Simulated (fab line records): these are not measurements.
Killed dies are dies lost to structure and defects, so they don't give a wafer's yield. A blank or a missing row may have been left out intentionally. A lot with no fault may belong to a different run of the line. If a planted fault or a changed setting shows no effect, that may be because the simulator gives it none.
2 desks looking at one fault    flow sfq-line    each desk has only its own numbers; what lay behind them comes last

== AT THE TOOL OWNER'S DESK: pvd-sputter-04 ==
The tool's own readings at SFQ_TRILAYER_R5_DEP_SPUTTER_133 (material MoNx, target thk 40 nm, time 66.7 s): means of the sampled wafers that have a number, for each lot that ran on this tool. The brackets show how far a lot's mean lies from the usual mean; more than 4 standard deviations puts the lot out of limits, marked OUT.
Columns: A = base-pressure-pa at SFQ_TRILAYER_R5_DEP_SPUTTER_133, usual 1.33e-06 Pa; B = cathode-dc-power-W at SFQ_TRILAYER_R5_DEP_SPUTTER_133, usual 999.98 W; C = throttle-valve-pct at SFQ_TRILAYER_R5_DEP_SPUTTER_133, usual 30.1 %
lot   first seen here  A         B        C
L216  day 57 06:56     1.39e-06  999.99   30.0
L223  day 58 08:51     1.36e-06  999.91   31.2
L227  day 59 03:38     1.26e-06  1000.13  30.0
L230  day 60 00:57     1.31e-06  1000.00  30.2
This desk found nothing out of limits on any of the 4 lots.

== METROLOGY DESK ==
Means of the sampled wafers that have a number, per lot and without regard to the tool the lot ran on: this is what the gauges read. The brackets show how far a lot's mean lies from the usual mean; more than 4 standard deviations puts the lot out of limits, marked OUT.
Columns: A = R5_MONX_RS at SFQ_R5_RS_MEAS_933, usual 7.01 ohm/sq; B = R5_MONX_THK at SFQ_R5_THK_MEAS_934, usual 40.4 nm
lot   first seen here  A               B
L212  day 55 05:12     6.98            40.3
L213  day 57 01:04     6.97            40.6
L214  day 57 03:24     6.91            41.1
L216  day 57 07:01     7.04            40.3
L218  day 57 17:56     7.00            40.6
L219  day 57 20:56     6.99            40.7
L222  day 58 07:37     7.03            40.2
L223  day 58 08:58     7.11            39.8
L226  day 58 22:10     6.92            40.9
L227  day 59 03:43     6.18 (-12) OUT  48.7 (+21) OUT
L230  day 60 01:01     6.18 (-12) OUT  48.8 (+21) OUT
L231  day 60 07:40     7.08            40.0
L232  day 60 10:40     7.00            40.3
L234  day 60 21:37     7.09            40.1
This desk finds L227, L230 out of limits, with the earliest case on L227 at day 59 03:43 (R5_MONX_RS at SFQ_R5_RS_MEAS_933). L212, L213, L214, L216, L218, L219, L222, L223, L226, L231, L232, L234: within limits.

== ALL TOGETHER ==
The metrology desk could have raised an alarm at day 59 03:43, on L227, L230.
The tool owner's desk saw nothing out of limits.
On record at the tool owner's desk: L227, L230, within its limits.
On pvd-sputter-04, each named lot ran SFQ_TRILAYER_R5_DEP_SPUTTER_133.

== WHAT THE SIMULATOR PUT IN ==
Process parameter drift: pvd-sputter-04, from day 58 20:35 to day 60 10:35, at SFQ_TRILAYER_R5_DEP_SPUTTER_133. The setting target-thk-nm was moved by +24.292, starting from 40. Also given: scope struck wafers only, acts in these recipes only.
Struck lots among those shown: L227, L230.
Hours from the fault's start to each desk's first reading out of limits: the metrology desk, 7.
